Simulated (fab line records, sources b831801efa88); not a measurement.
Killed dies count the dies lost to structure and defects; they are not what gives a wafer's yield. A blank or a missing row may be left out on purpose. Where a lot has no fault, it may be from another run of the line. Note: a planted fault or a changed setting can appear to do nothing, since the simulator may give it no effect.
The tool behind it: which one?	flow gf180mcu	6 lots, 18 wafers sampled, at 3 steps of a route of 602

## WHAT THE GAUGES SHOWED, per wafer
GF_VT_IMPLANT_TW_MEAS_43.
lot	measured	on	VT_IMPLANT_4_TW
L669	day 8 04:01	film-metro-03	699 695 697
L671	day 8 19:58	film-metro-04	690 689 687
L679	day 11 03:43	film-metro-03	620 620 621
L684	day 12 10:59	film-metro-03	697 699 696
L686	day 13 00:42	film-metro-03	690 692 689
L689	day 13 21:43	film-metro-02	686 689 687

## WHAT TOOL EACH LOT RAN ON (gives the tool, then ch and the chambers of the sampled wafers, and finally the start)
lot	GF_LVPWELL_STRIP_10	GF_VT_IMPLANT_IMPLANT_41
L669	plasma-asher-02 ch 0,1, day 4 07:58	implanter-03 ch 0, day 8 03:47
L671	plasma-asher-04 ch 0,1, day 4 20:22	implanter-04 ch 0, day 8 19:43
L679	plasma-asher-03 ch 0,1, day 6 19:55	implanter-01 ch 0, day 11 03:28
L684	plasma-asher-03 ch 0,1, day 7 23:25	implanter-04 ch 0, day 12 10:44
L686	plasma-asher-04 ch 0,1, day 8 09:36	implanter-03 ch 0, day 13 00:29
L689	plasma-asher-04 ch 1, day 9 04:01	implanter-01 ch 0, day 13 21:29
- GF_LVPWELL_STRIP_10: strips in O2/N2.
- GF_VT_IMPLANT_IMPLANT_41

## THE ANSWER, worked out from the rows above alone
Rule: the lots themselves supply what counts as usual. The widest of any qualifying gaps counts: lots, ordered by their means at a reading, are off when they make up no more than a third of the lots, leave a main group of 4 or more, and stand apart from it by 3 or more times the standard deviation of that group's means. The tables above print the reading to a certain number of digits; a main group whose means all agree to those digits is not used. Also off: a lot with no number at a reading for which 4 or more lots have one. All remaining lots with rows at the step are treated as sound.
Off: at GF_VT_IMPLANT_TW_MEAS_43 (VT_IMPLANT_4_TW), L679. Mean 692 and standard deviation 4.2 in the main group.
If a tool, at a process step before that reading, ran all the lots that are off and no sound lot after the first of them, it fits. Gauges at GF_VT_IMPLANT_TW_MEAS_43: tried the same way as those tools. No candidate that was tried fits.

## WHAT HAD BEEN PUT IN BY THE SIMULATOR
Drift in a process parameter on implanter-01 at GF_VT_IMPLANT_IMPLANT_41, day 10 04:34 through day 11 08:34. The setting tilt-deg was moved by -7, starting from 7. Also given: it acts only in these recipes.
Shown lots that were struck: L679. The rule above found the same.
